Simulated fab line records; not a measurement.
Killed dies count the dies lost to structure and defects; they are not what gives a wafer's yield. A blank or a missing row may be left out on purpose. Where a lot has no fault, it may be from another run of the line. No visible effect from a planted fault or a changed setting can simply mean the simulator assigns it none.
Comparing a struck lot with a sound one -- flow gf180mcu -- 14 out of 602 route steps
Sound: wafers L171.2, L171.3, L171.4. Struck: wafers L179.1, L179.2, L179.3. The cause comes at the end.
For every step that has rows: the tool of each side, followed by ch and its chambers, followed by its first start. Under that, the readings that differ: sound wafers -- struck wafers -- difference of the means -- sigmas: that difference in standard deviations of wafers without a fault.
alike: same words and numbers on both sides, and readings whose means sit less than 2 such deviations apart. not compared: any withheld reading, any reading some wafer has no value for, any bound like >300 that may hide the same value, and any number with overlapping values for which the record gives no deviation.
Wherever a step has rows on one side only, a row that says differs or no value, or a row with sigmas, the two part there. Numbers that don't overlap but have no deviation are shown without sigmas and don't part them. Lack of a reading on every wafer of one side parts them only where that side has two or more wafers.

first, 3 steps without rows for these wafers: GF_MVPSD_EXPOSE_04 (exposes mask MVPSD, target cd 1000 nm); GF_MVPSD_PEB_05; GF_MVPSD_DEVELOP_06 (develop time 60 s).
GF_MVPSD_OVL_MEAS_07:
  sound on overlay-01, day 7 21:31; struck on overlay-02, day 9 19:05
  alike: MVPSD_OVL
then, 2 steps without rows for these wafers: GF_MVPSD_IMPLANT_08; GF_MVPSD_IMPLANT_09.
GF_MVPSD_STRIP_10: strips in O2/N2.
  sound on plasmaAsher-02 ch 0,1, day 7 21:51; struck on plasmaAsher-04 ch 0,1, day 9 19:26
  alike: drypumpMotorCurrentA, heaterPowerW, n2FlowSccm, oesProductAu, platenTempC, stripTimeToEndpointS
  not compared: rfHoursCounterH
GF_MVPSD_TW_MEAS_11:
  sound on filmMetro-02, day 7 21:58; struck on filmMetro-03, day 9 19:32
  alike: MVPSD_TW
then, 4 steps without rows for these wafers: GF_VT_IMPLANT_DEHYDRATE_00 (time 60 s); GF_VT_IMPLANT_HMDS_01 (prime time 60 s); GF_VT_IMPLANT_COAT_02 (resist thk 1000 nm); GF_VT_IMPLANT_SOFTBAKE_03 (time 60 s).
GF_VT_IMPLANT_EXPOSE_04: exposes mask LVPWELL LV AREA, target cd 600 nm.
  struck on ilineStepper-01, day 10 04:43; sound on ilineStepper-01 ch 0, day 8 05:56
  no value came back on the struck wafers for exposureDoseMJCm2, focusOffsetNm (nm), sigmaOuter, stageVelMmS (mm/s); on the sound wafers exposureDoseMJCm2 reads 139.90 139.93 140.09
  alike: mask
next, for these wafers, 1 step has no rows: GF_VT_IMPLANT_PEB_05.

## WHERE THEY PART
GF_VT_IMPLANT_EXPOSE_04 only, going by this record.

WHY: what the simulator had put in
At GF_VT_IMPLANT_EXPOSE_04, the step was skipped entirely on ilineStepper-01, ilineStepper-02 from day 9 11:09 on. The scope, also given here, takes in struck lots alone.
